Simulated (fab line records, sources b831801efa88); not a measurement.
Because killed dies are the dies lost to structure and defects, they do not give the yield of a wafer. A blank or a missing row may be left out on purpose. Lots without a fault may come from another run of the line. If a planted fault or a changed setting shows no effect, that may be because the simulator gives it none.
A struck lot beside a sound one :: flow sfq line :: 42 steps out of a route of 325
Sound: wafers L337.2, L337.4, L337.5. Struck: wafers L354.2, L354.5. (L354.4 of the same lot was not struck and is left out.) The cause comes at the end.
At each step with rows: each side's tool, then ch and its chambers, then its first start. Under that, the readings that differ: sound wafers :: struck wafers :: difference of the means :: sigmas: that difference in standard deviations of wafers without a fault.
alike: readings with means less than 2 such deviations apart, plus words and numbers identical on both sides. not compared: withheld readings, readings lacking a value on some wafer, bounds such as >300 that could conceal the same value, and numbers that have no deviation in the record and whose values overlap.
The two part at a step that has a row with sigmas, a row that says differs or no value, or rows on one side only. Numbers that don't overlap but have no deviation are shown without sigmas and don't part them. A reading missing from all wafers of one side parts the sides only when that side holds two or more wafers.

first, 6 steps without rows for these wafers: SFQ_TRILAYER_I1_VIA_LITHO_COAT_054 (resist thk 62 nm); SFQ_TRILAYER_I1_VIA_LITHO_COAT_049 (resist thk 650 nm); SFQ_TRILAYER_I1_VIA_LITHO_SOFTBAKE_053; SFQ_TRILAYER_I1_VIA_LITHO_EXPOSE_050 (exposes mask I1, target cd 500 nm); SFQ_TRILAYER_I1_VIA_LITHO_PEB_052 (peb time 60 s); SFQ_TRILAYER_I1_VIA_LITHO_DEVELOP_051 (time 60 s).
SFQ_I1_OVL_MEAS_913:
  sound on overlay-01 at day 18 01:16; struck on overlay-01 at day 24 18:57
  alike: I1_OVL
SFQ_TRILAYER_I1_VIA_BARC_OPEN_VIA_ETCH_071: etches BARC in O2, target depth 125 nm, time 41.7 s.
  sound on rie diel-04 ch 0,2, day 18 01:17; struck on rie diel-04 ch 1,2, day 24 18:59
  alike: drypump motor current A, oes product au
  not compared: rf hours counter h
then, 4 steps without rows for these wafers: SFQ_TRILAYER_I1_VIA_ETCH_VIA_ETCH_052 (etches SiO2 in CHF3, stops on Nb, target depth 260 nm); SFQ_TRILAYER_I1_VIA_STRIP_STRIP_053 (strips in O2); SFQ_TRILAYER_I1_VIA_STRIP_SOLV_CLEAN_054 (cleans in NMP, time 600 s); SFQ_TRILAYER_M2_DEP_PRE_CLEAN_056 (time 22.5 s).
SFQ_TRILAYER_M2_DEP_SPUTTER_055: material Nb, target thk 200 nm, time 133.3 s.
  sound on pvd sputter-04 at day 18 02:15; struck on pvd sputter-04 at day 24 19:56
reading: model.Nb_of_TRILAYER_M2_DEP_SPUTTER_055.thk nm (nm)
sound: 198.6 200.9 202.4
struck: 296.4 297.1
difference: +96.1
sigmas: 
  alike: resputter cathode voltage v, throttle valve pct
SFQ_M2_RS_MEAS_914: measures by four-point-probe.
  sound on film metro-03 at day 18 02:22; struck on film metro-01 at day 24 20:02
reading: M2_NB_RS (ohm/sq)
sound: 0.895 0.884 0.877
struck: 0.598 0.596
difference: -0.288
sigmas: -31
then, 6 steps without rows for these wafers: SFQ_TRILAYER_M2_LITHO_COAT_062 (resist thk 62 nm); SFQ_TRILAYER_M2_LITHO_COAT_057 (resist thk 600 nm); SFQ_TRILAYER_M2_LITHO_SOFTBAKE_061; SFQ_TRILAYER_M2_LITHO_EXPOSE_058 (exposes mask M2, target cd 500 nm); SFQ_TRILAYER_M2_LITHO_PEB_060 (peb time 60 s); SFQ_TRILAYER_M2_LITHO_DEVELOP_059 (time 60 s).
-- the record jumps here: 4 days lie between the struck wafers' starts before and after --
SFQ_M2_OVL_MEAS_916:
  sound on overlay-02 at day 21 22:25; struck on overlay-01 at day 29 03:00
  alike: M2_OVL
then, 1 step without rows for these wafers: SFQ_TRILAYER_M2_BARC_OPEN_METAL_ETCH_077 (etches BARC in O2, target depth 125 nm, time 41.7 s).
SFQ_TRILAYER_M2_ETCH_METAL_ETCH_060: etches Nb in Cl2/Ar, stops on SiO2, target depth 240 nm, time 120 s.
  sound on rie metal-04 ch 0, day 21 22:30; struck on rie metal-01 ch 0,1, day 29 03:05
reading: drypump motor current A (A)
sound: 6.41 6.39 6.40
struck: 5.85 5.77
difference: -0.59
sigmas: -2

reading: oes product au (a.u.)
sound: 0.889 0.897 0.895
struck: 0.983 1.001
difference: +0.098
sigmas: +14
  not compared: rf hours counter h
SFQ_TRILAYER_M2_STRIP_STRIP_061: strips in O2.
  sound on rie metal-04 ch 0, day 21 22:38; struck on rie metal-01 ch 0,1, day 29 03:13
  alike: drypump motor current A, oes product au
  not compared: rf hours counter h
then, 1 step without rows for these wafers: SFQ_TRILAYER_M2_STRIP_SOLV_CLEAN_062 (cleans in NMP, time 600 s).
SFQ_TRILAYER_I2_DEP_PECVD_063: deposits SiO2 from SiH4/N2O, time 111.11 s, target thk 500 nm.
  sound on pecvd-02 ch 1,2, day 21 23:24; struck on pecvd-02 ch 1, day 29 03:59
reading: heater power outer w (W)
sound: 46 28 48
struck: 19 22
difference: -20
sigmas: -2

reading: showerhead vpp V (V)
sound: 716 867 701
struck: 882 883
difference: +121
sigmas: +2
  alike: heater power w, throttle valve pct
then, 1 step without rows for these wafers: SFQ_TRILAYER_I2_CMP_CMP_064 (polishes SiO2).
SFQ_I2_BOW_MEAS_917:
  sound on film metro-04 at day 22 06:02; struck on film metro-03 at day 30 01:21
reading: I2_BOW (um)
sound: -7 -5 -13
struck: 6 11
difference: +17
sigmas: +2
then, 7 steps without rows for these wafers: SFQ_TRILAYER_I2_METRO_MEASURE_065; SFQ_TRILAYER_I2_VIA_LITHO_COAT_072 (resist thk 62 nm); SFQ_TRILAYER_I2_VIA_LITHO_COAT_067 (resist thk 650 nm); SFQ_TRILAYER_I2_VIA_LITHO_SOFTBAKE_071; SFQ_TRILAYER_I2_VIA_LITHO_EXPOSE_068 (exposes mask I2, target cd 500 nm); SFQ_TRILAYER_I2_VIA_LITHO_PEB_070 (peb time 60 s); SFQ_TRILAYER_I2_VIA_LITHO_DEVELOP_069 (time 60 s).
-- the record jumps here: 5 days lie between the struck wafers' starts before and after --
SFQ_I2_OVL_MEAS_918:
  sound on overlay-01 at day 26 19:48; struck on overlay-02 at day 34 17:35
  alike: I2_OVL
SFQ_TRILAYER_I2_VIA_BARC_OPEN_VIA_ETCH_096: etches BARC in O2, target depth 125 nm, time 41.7 s.
  sound on rie diel-04 ch 1,2,3, day 26 19:50; struck on rie diel-04 ch 2,3, day 34 17:37
  alike: drypump motor current A, oes product au
  not compared: rf hours counter h
then, 1 step without rows for these wafers: SFQ_TRILAYER_I2_VIA_ETCH_VIA_ETCH_070 (etches SiO2 in CHF3, stops on Nb, target depth 260 nm).
SFQ_TRILAYER_I2_VIA_STRIP_STRIP_071: strips in O2.
  sound on rie metal-02 ch 0,1, day 26 19:59; struck on rie metal-02 ch 0,1, day 34 17:47
  alike: drypump motor current A, oes product au
  not compared: rf hours counter h
then, 2 steps without rows for these wafers: SFQ_TRILAYER_I2_VIA_STRIP_SOLV_CLEAN_072 (cleans in NMP, time 600 s); SFQ_TRILAYER_M3_DEP_PRE_CLEAN_074 (time 22.5 s).
-- the record jumps here: 40 days lie between the struck wafers' starts before and after --
SFQ_M8_BOW_MEAS_951:
  sound on film metro-04 at day 72 18:16; struck on film metro-02 at day 74 12:47
reading: M8_BOW (um)
sound: -8 -6 -15
struck: 20 25
difference: +32
sigmas: +3

reading: model.etest.m2.comb log10 ohm
sound: 12 12 12
struck: 0 0
difference: -12
sigmas: 

reading: model.etest.m2.ohm sq
sound: 0.8945 0.8843 0.8778
struck: 0.5994 0.5981
difference: -0.2868
sigmas: 

== WHERE THEY PART ==
First at SFQ_M2_RS_MEAS_914; last, within this record, at SFQ_M8_BOW_MEAS_951.

WHY: the cause the simulator had injected
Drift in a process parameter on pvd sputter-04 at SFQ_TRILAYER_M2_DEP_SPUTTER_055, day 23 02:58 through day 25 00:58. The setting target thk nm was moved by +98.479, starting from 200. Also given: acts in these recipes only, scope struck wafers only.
